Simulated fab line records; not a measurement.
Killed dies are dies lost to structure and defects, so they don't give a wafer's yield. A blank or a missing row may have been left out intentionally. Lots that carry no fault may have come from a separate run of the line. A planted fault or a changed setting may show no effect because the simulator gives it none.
Comparing a struck lot with a sound one	flow sky130	17 out of 708 route steps
Sound: these wafers, L918.1, L918.4, L918.6. Wafers L909.2, L909.4, L909.5 were the ones struck. Last of all comes the cause.
Each step with rows lists, per side, the tool, then ch with its chambers, then its first start. Under that, the readings that differ: sound wafers	struck wafers	difference of the means	sigmas: that difference in standard deviations of wafers without a fault.
alike: readings whose means differ by less than 2 such deviations, and words and numbers that are the same on both sides. not compared: withheld readings, readings that some wafer has no value for, bounds like >300 that may hide the same value, and numbers for which the record gives no deviation and whose values overlap.
Wherever a step has rows on one side only, a row that says differs or no value, or a row with sigmas, the two part there. When numbers do not overlap yet have no deviation, they are printed without sigmas and do not part them. A reading that every wafer of one side lacks parts them only if that side has two wafers or more.

first, 5 steps without rows for these wafers: SKY_FIELD_ISO_WET_ETCH_28 (etches SiO2 in dHF, target depth 23.7 nm, time 47 s); SKY_FIELD_ISO_WET_ETCH_29 (etches Si3N4 in H3PO4, target depth 160 nm, time 1825 s); SKY_FIELD_ISO_WET_ETCH_30 (etches SiO2 in dHF, target depth 25 nm, time 50 s); SKY_NWELL_CLEAN_00 (cleans in SC1/SC2, time 150 s); SKY_NWELL_OXIDATION_01 (stabilise 600 s, purge 300 s, target thk 10 nm).
SKY_NWELL_THK_MEAS_02:
  sound: film-metro-01 at day 6 06:19; struck: film-metro-01 at day 4 08:56
  alike: NWELL_OXIDATION_THK
then, 6 steps without rows for these wafers: SKY_DNWELL_DEHYDRATE_00 (time 60 s); SKY_DNWELL_HMDS_01 (prime time 60 s); SKY_DNWELL_COAT_02 (resist thk 3000 nm); SKY_DNWELL_SOFTBAKE_03; SKY_DNWELL_EXPOSE_04 (exposes mask DNM, target cd 3000 nm); SKY_DNWELL_PEB_05.
SKY_DNWELL_DEVELOP_06: develop time 60 s.
  struck on litho-track-04, day 5 02:00; sound on litho-track-04 ch 0, day 7 01:00
  no value came back on the struck wafers for chill-plate-temp-C (C), develop-time-s (s); on the sound wafers chill-plate-temp-C (C) reads 23.01 22.92 22.85
after that, 1 step had no rows for these wafers: SKY_DNWELL_IMPLANT_07.
SKY_DNWELL_STRIP_08: strips in O2/N2.
  sound on plasma-asher-03 ch 0,1, day 7 01:44; struck on plasma-asher-01 ch 0,1, day 5 02:26
  alike: drypump-motor-current-A, oes-product-au, strip-time-to-endpoint-s
  not compared: rf-hours-counter-h
SKY_DNWELL_TW_MEAS_09:
  sound: film-metro-01 at day 7 01:50; struck: film-metro-02 at day 5 02:33
reading	sound	struck	difference	sigmas
DNWELL_TW	1094 1089 1093	30 30 30	-1062	-88
then, 1 step without rows for these wafers: SKY_PWDE_DEHYDRATE_00 (time 60 s).

## WHERE THEY PART
First at SKY_DNWELL_DEVELOP_06; last, within this record, at SKY_DNWELL_TW_MEAS_09.

WHY: whatever the simulator had introduced
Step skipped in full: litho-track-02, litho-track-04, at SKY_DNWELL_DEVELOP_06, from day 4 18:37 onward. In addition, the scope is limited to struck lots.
